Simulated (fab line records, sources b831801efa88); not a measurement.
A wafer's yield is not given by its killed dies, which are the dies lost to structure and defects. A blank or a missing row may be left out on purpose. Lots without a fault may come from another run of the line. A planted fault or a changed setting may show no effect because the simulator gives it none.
Chamber matching + flow gf180mcu + rie_diel-02 running GF_V1_ETCH_16: 4 sister chambers
The step etches BARC in N2/H2. 8 wafers are shown with their chamber, then 7 later ones without.

== EACH WAFER AND ITS CHAMBER ==
| wafer  | chamber | rf_fwd_power_W (W) | throttle_valve_pct (%) |
|--------|---------|--------------------|------------------------|
| L738.2 | 2       | 493.9              | 13.226                 |
| L741.1 | 0       | 491.3              | 13.213                 |
| L741.3 | 1       | 496.5              | 13.228                 |
| L742.2 | 0       | 492.0              | 13.213                 |
| L742.5 | 2       | 496.1              | 13.233                 |
| L742.6 | 3       | 489.6              | 13.221                 |
| L743.1 | 3       | 493.4              | 13.223                 |
| L743.2 | 1       | 496.9              | 13.248                 |

== WAFERS WHOSE CHAMBER IS MISSING ==
| wafer  | rf_fwd_power_W (W) | throttle_valve_pct (%) |
|--------|--------------------|------------------------|
| L743.3 | 491.7              | 13.230                 |
| L745.1 | 497.8              | 13.226                 |
| L745.2 | 493.3              | 13.223                 |
| L745.5 | 495.1              | 13.231                 |
| L752.2 | 494.8              | 13.217                 |
| L752.4 | 497.5              | 13.235                 |
| L752.6 | 493.5              | 13.233                 |

== WHICH CHAMBER EACH WENT THROUGH ==
| wafer  | from the rows above               | in truth |
|--------|-----------------------------------|----------|
| L743.3 | can't be placed: 3 or 2 or 0      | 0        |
| L745.1 | can't be placed: 1 or 2           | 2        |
| L745.2 | can't be placed: 3 or 2 or 0 or 1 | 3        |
| L745.5 | can't be placed: 2 or 1           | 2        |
| L752.2 | can't be placed: 2 or 0 or 3 or 1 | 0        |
| L752.4 | can't be placed: 1 or 2           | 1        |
| L752.6 | can't be placed: 2 or 3 or 1 or 0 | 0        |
Correctly placed: 0 of 7. These rows do not allow placing 7 (true chamber among the candidates in 7). 0 placed wrongly.
How it was worked out, from the rows above alone: a wafer's distance from a chamber is the root of the sum, over the readings, of the square of ((its reading less the chamber's mean) divided by the reading's scatter). The wafer belongs to the nearest chamber; if the next one is less than 2 further off, it can't be placed. Each chamber's mean is taken over the wafers shown for it. The scatter is the square root of a quotient: the sum, over the shown wafers, of each reading's squared deviation from its chamber's mean, divided by wafers minus chambers.
